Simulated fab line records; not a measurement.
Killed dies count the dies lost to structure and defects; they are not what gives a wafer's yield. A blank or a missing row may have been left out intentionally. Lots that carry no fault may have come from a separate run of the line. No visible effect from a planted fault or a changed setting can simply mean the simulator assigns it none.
Which tool was responsible?	flow sky130	at 1 step of a route of 708, 11 lots with 33 wafers sampled

## WHAT EACH GAUGE READ, for each wafer
SKY_VIA1_THK_MEAS_23: measures by xrf.
lot	measured	on	VIA1_W_THK (nm)
L545	day 34 07:22	film-metro-04	269 268 268
L546	day 34 15:32	film-metro-04	267 267 268
L548	day 35 10:08	film-metro-03	270 267 269
L549	day 35 13:01	film-metro-03	270 264 267
L550	day 36 03:25	film-metro-04	266 269 265
L556	day 38 04:35	film-metro-03	274 274 270
L557	day 38 04:55	film-metro-04	266 267 264
L558	day 38 09:08	film-metro-04	262 268 269
L562	day 39 14:04	film-metro-02	267 268 262
L564	day 40 04:57	film-metro-04	262 264 270
L565	day 40 09:35	film-metro-03	274 272 269

## EACH LOT AND THE TOOL THAT RAN IT (in order: tool; ch and the chambers of the sampled wafers; start)
Before these readings, the record contains no process step.

## THE ANSWER, worked out from the rows above alone
Rule: what is usual is taken from the lots themselves. The widest of any qualifying gaps counts: lots, ordered by their means at a reading, are off when they make up no more than a third of the lots, leave a main group of 4 or more, and stand apart from it by 3 or more times the standard deviation of that group's means. The tables above print the reading to a certain number of digits; a main group whose means all agree to those digits is not used. A lot without any number at a reading at which 4 lots or more have one is off too. All remaining lots with rows at the step are treated as sound.
No lot is off at any reading shown: from this, nothing can be told.

## WHAT THE SIMULATOR HAD PUT IN
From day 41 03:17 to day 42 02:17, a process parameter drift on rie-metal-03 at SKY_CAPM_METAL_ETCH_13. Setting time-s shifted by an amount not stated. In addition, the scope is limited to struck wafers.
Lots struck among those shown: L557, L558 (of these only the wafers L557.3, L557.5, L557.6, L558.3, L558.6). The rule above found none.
